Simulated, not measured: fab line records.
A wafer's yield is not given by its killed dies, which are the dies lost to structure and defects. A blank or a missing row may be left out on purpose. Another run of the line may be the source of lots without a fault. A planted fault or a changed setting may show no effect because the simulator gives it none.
One fault seen from 2 desks -- flow gf180mcu -- each desk has only its own numbers; what lay behind them comes last

AT THE TOOL OWNER'S DESK: litho_track-01
The tool's own readings at GF_HV_LDD_COAT_26 (resist thk 1000 nm): means of the sampled wafers that have a number, for each lot that ran on this tool. Marked OUT: a lot whose mean sits more than 4 standard deviations from the usual mean, which makes it out of limits; the brackets give that distance.
Columns: A = spin_speed_rpm at GF_HV_LDD_COAT_26, usual 3000.0 rpm
lot,first seen here,A
L250,day 11 03:47,3000.3
L259,day 13 21:42,3000.4
L260,day 14 09:32,2891.8 (-57) OUT
L263,day 15 08:03,2891.7 (-57) OUT
Finding of this desk: L260, L263 out of limits; the first was L260 at day 14 09:32, on spin_speed_rpm at GF_HV_LDD_COAT_26. In limits: L250, L259.

FROM THE METROLOGY DESK
What the gauges read, lot by lot, whatever tool the lot ran on: means of the sampled wafers that have a number. Marked OUT: a lot whose mean sits more than 4 standard deviations from the usual mean, which makes it out of limits; the brackets give that distance.
Columns: A = SALICIDE_TIN_THK at GF_SALICIDE_THK_MEAS_05, usual 20.18 nm; B = CONTACT_W_RS at GF_CONTACT_RS_MEAS_25, usual 0.385 ohm/sq
lot,first seen here,A,B
L250,day 15 03:44,20.20,0.386
L252,day 16 01:42,19.65,0.381
L253,day 16 10:42,19.95,0.386
L255,day 16 23:08,20.41,0.392
L254,day 16 23:52,20.65,0.380
L259,day 18 07:13,19.84,0.380
L260,day 18 20:23,20.15,0.392
L263,day 19 23:20,20.42,0.385
L266,day 20 21:50,20.09,0.380
L267,day 21 10:34,20.29,0.378
L271,day 22 13:51,20.12,0.380
L272,day 23 05:44,20.05,0.386
L273,day 23 12:53,20.36,0.390
Finding of this desk: none of the 13 lots has anything out of limits.

BROUGHT TOGETHER
An alarm could have come from the tool owner's desk at day 14 09:32, on L260, L263.
The metrology desk saw nothing out of limits.
The metrology desk has L260, L263 on record, within its limits.
Every lot named ran GF_HV_LDD_COAT_26 on litho_track-01.

WHAT THE SIMULATOR PUT IN
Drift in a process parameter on litho_track-01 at GF_HV_LDD_COAT_26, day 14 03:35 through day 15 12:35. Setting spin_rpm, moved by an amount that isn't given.
Struck lots among those shown: L260, L263.
Delay in hours, fault start to first out-of-limits reading, by desk: the tool owner's desk at 6.
